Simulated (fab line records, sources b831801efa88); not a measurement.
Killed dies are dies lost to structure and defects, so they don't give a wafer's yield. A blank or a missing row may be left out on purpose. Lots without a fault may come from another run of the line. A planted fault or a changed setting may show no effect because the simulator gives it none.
fab line records | flow sky130
record lots=12 wafers=36 last_day=50
route steps=708 shown CAP2M@616 METAL4@637 PASSIVATION@682 PAD_OPEN@708
lots that met no fault: from a run of the same line without faults
start_h: hours from the record's first day to the start of the lot's first wafer shown | wait_h: hours since the lot's step before | " the same as in the row above | L1.1+2: a row that stands for several wafers | - no value, or no start given | * or withheld: withheld | < > ~ a bound
route shown NAME@n: a module of which the file shows steps, and the number in the route of the first | usual: mean/standard deviation of fault-free wafers | same: alike in all rows | chamber/n: place in a boat | sites: the reading at each site | _std_site: their standard deviation | _edge_site: outer sites' mean less inner sites' | radius_mm: how far each site lies from the wafer's centre | mask NAME#n: copy n | behind: the tool/chamber that last shaped the wafer | hold: why the lot was held/for how many hours/how that ended | device: the transistor (n, p or np) that didn't switch | end of line: the same wafers' tests at the end of the route | a step without rows: its recipe alone | killed: dies lost to structure and defects at the first sort, not the wafer's yield | map: a wafer's dies, x killed, . not, _ none there
set.NAME: the setting as run; set.NAME@STEP: as run at that earlier step | model.NAME: the simulator's own value behind a step, which no gauge read
steps of the route over a sample of lots; a table a step, a row a wafer
services: from which hour (start_h, from the record's first day; less than 0 if before it) a tool's chamber was out of use, for how many hours, and why
## steps
# step SKY_CAP2M_METAL_ETCH_13
# recipe target_depth_nm=220 stop_on=SiO2 chemistry=Cl2/BCl3 target=TiN pressure_mtorr=10 icp_w=900 bias_w=48.5 Cl2_flow_sccm=60 bcl3_flow_sccm=30 time_s=62.9
# usual chamber_pressure_mTorr=10.001/0.0092 drypump_motor_current_A=5.44/0.3 oes_product_au=0.942/0.0084 throttle_valve_pct=21.901/0.0094
# columns lot.wafer tool chamber start_h wait_h chamber_pressure_mTorr drypump_motor_current_A oes_product_au rf_hours_counter_h throttle_valve_pct
L592.4 rie_metal-04 0 961.07 0.0 10.008 5.29 0.938 - 21.899
L592.5 " 0 " " 9.982 5.28 0.936 - 21.904
L592.6 " 1 " " 10.002 5.64 0.937 - 21.899
L593.1 rie_metal-04 1 972.25 0.0 10.002 5.60 0.931 20 21.902
L593.2 " 0 " " 10.013 5.27 0.950 13 21.904
L593.6 " 0 " " 9.999 5.29 0.944 - 21.891
L594.1 rie_metal-02 0 985.96 0.0 10.004 5.74 0.951 2 21.895
L594.4 " 0 " " 9.997 5.73 0.957 - 21.911
L594.6 " 0 " " 9.988 5.73 0.951 - 21.889
L595.4 rie_metal-04 0 988.64 0.0 9.996 5.27 0.960 - 21.896
L595.5 " 1 " " 10.005 5.60 0.951 - 21.908
L595.6 " 0 " " 10.012 5.28 0.952 - 21.884
L596.2 rie_metal-01 1 989.62 0.0 10.011 5.49 0.935 9 21.907
L596.5 " 1 " " 10.002 5.49 0.945 - 21.913
L596.6 " 0 " " 9.997 5.75 0.935 - 21.897
L601.2 rie_metal-02 1 1029.71 0.0 9.997 4.98 0.947 9 21.913
L601.3 " 1 " " 9.990 4.98 0.952 - 21.891
L601.4 " 0 " " 10.004 5.72 0.942 - 21.893
L603.2 rie_metal-01 1 1043.05 0.0 9.992 5.48 0.949 12 21.912
L603.3 " 0 " " 10.000 5.77 0.934 - 21.906
L603.4 " 1 " " 10.008 5.51 0.950 - 21.896
L606.1 rie_metal-02 1 1049.45 0.0 10.002 4.98 0.940 10 21.896
L606.4 " 0 " " 9.977 5.72 0.949 - 21.896
L606.5 " 1 " " 10.006 4.96 0.937 - 21.921
L609.2 rie_metal-02 0 1072.67 0.0 10.003 5.70 0.946 7 21.901
L609.3 " 0 " " 9.997 5.70 0.930 - 21.918
L609.6 " 0 " " 9.993 5.71 0.940 - 21.894
L612.1 rie_metal-02 0 1082.42 0.0 10.017 5.73 0.934 8 21.902
L612.3 " 1 " " 10.007 4.95 0.946 - 21.897
L612.5 " 0 " " 10.003 5.72 0.934 - 21.917
L613.2 rie_metal-01 0 1092.51 0.0 9.975 5.80 0.934 22 21.887
L613.3 " 1 " " 10.011 5.50 0.942 - 21.895
L613.5 " 1 " " 9.999 5.48 0.939 - 21.891
L614.1 rie_metal-04 0 1101.51 0.0 9.999 5.29 0.940 22 21.902
L614.2 " 0 " " 10.013 5.28 0.933 - 21.904
L614.4 " 0 " " 10.003 5.27 0.948 - 21.896
# step SKY_METAL4_CLEAN_21
# recipe chemistry=IPA time_s=180 temp_c=25
# columns lot.wafer tool chamber start_h wait_h
L592.4+5+6 wet_bench-04 3 986.88 0.0
L593.1+2+6 wet_bench-02 3 997.68 0.0
L594.1+4+6 wet_bench-03 1 1010.44 0.0
L595.4+5+6 wet_bench-04 2 1013.20 0.0
L596.2+5+6 wet_bench-02 1 1014.15 0.0
L601.2+3+4 wet_bench-02 3 1053.46 0.0
L603.2+3+4 wet_bench-02 3 1066.26 0.0
L606.1+4+5 wet_bench-02 0 1072.58 0.0
L609.2+3+6 wet_bench-03 3 1094.53 0.0
L612.1+3+5 wet_bench-03 3 1105.23 0.0
L613.2+3+5 wet_bench-04 0 1114.38 0.0
L614.1+2+4 wet_bench-03 1 1123.37 0.0
# step SKY_PASSIVATION_THK_MEAS_01
# recipe reads=SiO2_of_PASSIVATION_CVD_00
# usual PASSIVATION_CVD_00_THK=90.2/1.1
# columns lot.wafer tool chamber start_h wait_h PASSIVATION_CVD_00_THK[nm]
L592.4 film_metro-01 - 1035.37 - 91.6
L592.5 " - " " 90.0
L592.6 " - " " 91.0
L593.1 film_metro-03 - 1045.73 - 89.0
L593.2 " - " " 88.5
L593.6 " - " " 90.4
L594.1 film_metro-03 - 1057.40 - 91.6
L594.4 " - " " 89.9
L594.6 " - " " 91.5
L595.4 film_metro-04 - 1060.30 - 89.4
L595.5 " - " " 90.6
L595.6 " - " " 88.9
L596.2 film_metro-04 - 1060.94 - 90.5
L596.5 " - " " 91.0
L596.6 " - " " 91.1
L601.2 film_metro-03 - 1098.69 - 90.1
L601.3 " - " " 88.7
L601.4 " - " " 92.7
L603.2 film_metro-03 - 1110.79 - 90.5
L603.3 " - " " 90.2
L603.4 " - " " 92.0
L606.1 film_metro-04 - 1116.89 - 90.1
L606.4 " - " " 91.6
L606.5 " - " " 90.5
L609.2 film_metro-01 - 1137.34 - 90.8
L609.3 " - " " 90.5
L609.6 " - " " 92.1
L612.1 film_metro-04 - 1147.86 - 90.2
L612.3 " - " " 89.7
L612.5 " - " " 91.8
L613.2 film_metro-04 - 1156.10 - 88.9
L613.3 " - " " 89.9
L613.5 " - " " 91.0
L614.1 film_metro-03 - 1163.23 - 89.9
L614.2 " - " " 89.4
L614.4 " - " " 89.4
# step SKY_PASSIVATION_ETCH_11
# recipe chemistry=CF4/O2 target_depth_nm=725 stop_on=AlCu source_w=800 bias_w=150 pressure_mtorr=150 cf4_flow_sccm=80 O2_flow_sccm=10 time_s=161.1
# usual chamber_pressure_mTorr=150.00/0.14 drypump_motor_current_A=5.8/0.41 oes_product_au=0.976/0.0071 throttle_valve_pct=5.963/0.0098
# columns lot.wafer tool chamber start_h wait_h chamber_pressure_mTorr drypump_motor_current_A oes_product_au rf_hours_counter_h throttle_valve_pct
L592.4 rie_diel-03 1 1058.03 - 150.11 5.1 0.980 22 5.961
L592.5 " 1 " " 150.11 5.0 0.992 - 5.990
L592.6 " 2 " " 149.85 5.9 0.993 - 5.963
L593.1 rie_diel-03 2 1067.38 - 149.96 5.9 0.973 13 5.967
L593.2 " 1 " " 149.77 5.1 0.964 22 5.968
L593.6 " 0 " " 149.84 5.5 0.973 - 5.965
L594.1 rie_diel-04 3 1079.28 - 150.17 6.1 0.959 15 5.979
L594.4 " 2 " " 149.92 5.6 0.978 3 5.953
L594.6 " 0 " " 149.92 6.3 0.976 - 5.952
L595.4 rie_diel-03 1 1081.78 - 150.10 5.1 0.981 23 5.949
L595.5 " 3 " " 150.20 5.7 0.981 - 5.952
L595.6 " 2 " " 150.19 5.9 0.990 - 5.971
L596.2 rie_diel-03 2 1082.21 - 150.08 5.9 0.975 14 5.971
L596.5 " 2 " " 149.84 5.9 0.977 - 5.963
L596.6 " 3 " " 150.10 5.7 0.979 - 5.962
L601.2 rie_diel-03 0 1119.07 - 150.10 5.5 0.970 18 5.973
L601.3 " 1 " " 149.74 5.1 0.975 25 5.977
L601.4 " 2 " " 150.18 5.9 0.980 15 5.955
L603.2 rie_diel-04 3 1131.13 - 150.17 6.1 0.979 17 5.966
L603.3 " 2 " " 149.88 5.6 0.972 5 5.976
L603.4 " 0 " " 150.09 6.3 0.983 21 5.981
L606.1 rie_diel-04 3 1136.76 - 150.01 6.1 0.986 17 5.967
L606.4 " 1 " " 149.88 6.0 0.987 14 5.962
L606.5 " 3 " " 150.02 6.1 0.997 - 5.955
L609.2 rie_diel-03 3 1156.07 - 149.95 5.7 0.975 18 5.960
L609.3 " 0 " " 150.09 5.5 0.978 20 5.964
L609.6 " 3 " " 150.10 5.7 0.986 - 5.960
L612.1 rie_diel-03 1 1165.62 - 149.76 5.1 0.969 27 5.974
L612.3 " 3 " " 149.86 5.7 0.958 19 5.963
L612.5 " 2 " " 150.10 5.9 0.981 - 5.962
L613.2 rie_diel-03 2 1173.37 - 150.01 5.9 0.963 17 5.971
L613.3 " 0 " " 149.98 5.5 0.971 20 5.964
L613.5 " 2 " " 149.81 5.9 0.978 - 5.957
L614.1 rie_diel-03 0 1180.91 - 150.06 5.5 0.975 20 5.972
L614.2 " 2 " " 150.00 5.9 0.991 18 5.966
L614.4 " 1 " " 149.79 5.1 0.987 27 5.965
# step SKY_PAD_OPEN_PROBE_99
# usual defect_limited_yield=82.2/1.9 killed_at_M0_to_M3=44/6.8 killed_at_M4_up=3.1/1.8 killed_at_contacts=25/5.2 killed_at_front_end=15/4.1 killed_at_other=0.3/0.62 killed_dies=88/9.4 killed_open=48/7.1 killed_short=40/6.1 sort_bin_3_pad_short=0.9/0.38 sort_bin_5_function=10.5/1.5 sort_bin_6_memory=6.5/1.2 sort_bin_8_speed=0.5/0.95 sort_n_pass=402/10 sort_yield_pct=81.6/2
# same gross_dies=492 killed_at_back_side=0 sort_bin_4_leakage[%]=0
# columns lot.wafer tool chamber start_h wait_h defect_limited_yield[%] killed_at_M0_to_M3 killed_at_M4_up killed_at_contacts killed_at_front_end killed_at_other killed_dies killed_open killed_short sort_bin_3_pad_short[%] sort_bin_5_function[%] sort_bin_6_memory[%] sort_bin_8_speed[%] sort_n_pass sort_yield_pct[%]
L601.2 prober-01 - 1141.16 0.1 73.2 36 65 16 14 1 132 39 29 4.7 14.8 7.3 0.4 358 72.8
L601.3 prober-01 - 1141.21 0.2 68.1 49 69 25 14 0 157 45 45 4.5 19.9 7.5 0 335 68.1
L601.4 prober-01 - 1141.26 0.2 72.6 48 56 17 14 0 135 38 41 5.5 15.9 6.1 0.4 355 72.2
L603.2 prober-01 - 1153.18 0.1 72.6 37 64 20 14 0 135 38 39 5.3 18.5 3.7 0.2 356 72.4
L603.3 prober-01 - 1153.23 0.2 69.9 39 65 27 17 0 148 47 36 5.7 19.3 5.1 0 344 69.9
L603.4 prober-01 - 1153.28 0.2 72.2 38 69 19 11 0 137 42 30 5.1 15.9 6.9 0.2 354 72.0
# killed by level:class
L601.2 METAL4:unspecified=64 CONTACT:geometric_particle:open=10 VIA3:geometric_particle:open=7 VIA1:geometric_particle:short=6 VIA1:geometric_particle:open=6 FIELD_ISO:geometric_particle:open=5 METAL1:geometric_particle:short=5 VIA2:geometric_particle:open=5
L601.3 METAL4:unspecified=67 VIA1:geometric_particle:open=14 METAL1:geometric_particle:short=8 METAL2:geometric_particle:short=8 CONTACT:geometric_particle:short=7 CONTACT:geometric_particle:open=6 LI_CONTACT:geometric_particle:open=5 LOCAL_INTERCONNECT:geometric_particle:short=5
L601.4 METAL4:unspecified=56 VIA2:geometric_particle:open=10 VIA1:geometric_particle:open=9 METAL1:geometric_particle:short=8 VIA1:geometric_particle:short=7 FIELD_ISO:geometric_particle:open=5 POLY_GATE:geometric_particle:short=4 LOCAL_INTERCONNECT:geometric_particle:short=4
L603.2 METAL4:unspecified=58 VIA1:geometric_particle:open=10 FIELD_ISO:geometric_particle:open=7 METAL1:geometric_particle:short=7 CONTACT:geometric_particle:open=6 METAL4:geometric_particle:short=5 LI_CONTACT:geometric_particle:short=4 LI_CONTACT:geometric_particle:open=4
L603.3 METAL4:unspecified=63 VIA1:geometric_particle:open=15 LI_CONTACT:geometric_particle:open=8 CONTACT:geometric_particle:open=7 POLY_GATE:geometric_particle:short=5 LOCAL_INTERCONNECT:geometric_particle:short=5 VIA1:geometric_particle:short=5 FIELD_ISO:geometric_particle:open=4
L603.4 METAL4:unspecified=65 CONTACT:geometric_particle:open=11 VIA1:geometric_particle:open=11 VIA2:geometric_particle:open=7 VIA1:geometric_particle:short=4 FIELD_ISO:geometric_particle:short=3 FIELD_ISO:geometric_particle:open=3 METAL4:geometric_particle:short=3
## services
# columns tool chamber start_h hours kind
rie_diel-04 0 942.26 25.2 repair
rie_diel-04 1 960.04 7.6 repair
rie_diel-04 2 970.94 - clean
rie_diel-04 2 970.94 18.4 scheduled_down
rie_diel-04 2 970.94 18.4 vent_cycle
rie_diel-03 - 972.64 0.8 repair
rie_metal-04 1 995.42 - clean
rie_metal-04 1 995.42 16.6 scheduled_down
rie_metal-04 1 995.42 16.6 vent_cycle
wet_bench-03 - 1011.93 5.6 repair
rie_diel-03 - 1056.03 1.4 repair
rie_diel-04 - 1065.97 0.8 repair
rie_metal-04 1 1099.79 15.4 repair
rie_metal-04 0 1114.21 1.5 repair
rie_diel-03 2 1131.44 6.8 repair
rie_metal-01 0 1135.00 - clean
rie_metal-01 0 1135.00 - consumable_replace:focus_ring
rie_metal-01 0 1135.00 16.9 scheduled_down
rie_metal-01 0 1135.00 16.9 vent_cycle
rie_metal-04 - 1136.51 2.6 repair
rie_metal-04 - 1146.49 28.1 pm
rie_metal-02 0 1173.84 3.3 repair
## key
first_sign step=SKY_PAD_OPEN_PROBE_99 reading=killed_at_M4_up direction=up sigmas=35 usual=3.1 struck=64.7
effect step=SKY_PAD_OPEN_PROBE_99 reading=sort_bin_3_pad_short direction=up sigmas=11 usual=0.9 struck=5.1
met_at SKY_METAL4_CLEAN_21
struck_lots L601,L603
struck_wafers L601.2,L601.3,L601.4,L603.2,L603.3,L603.4
not_acting_at SKY_CAP2M_METAL_ETCH_13,SKY_PASSIVATION_THK_MEAS_01,SKY_PASSIVATION_ETCH_11
onset_between 997.68 1053.46
fault kind=chamber_particle_source tool=wet_bench-02 chamber=3 onset_h=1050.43 steps=SKY_METAL4_CLEAN_21 rate_per_visit_cm2=1.7318 end_h=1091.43
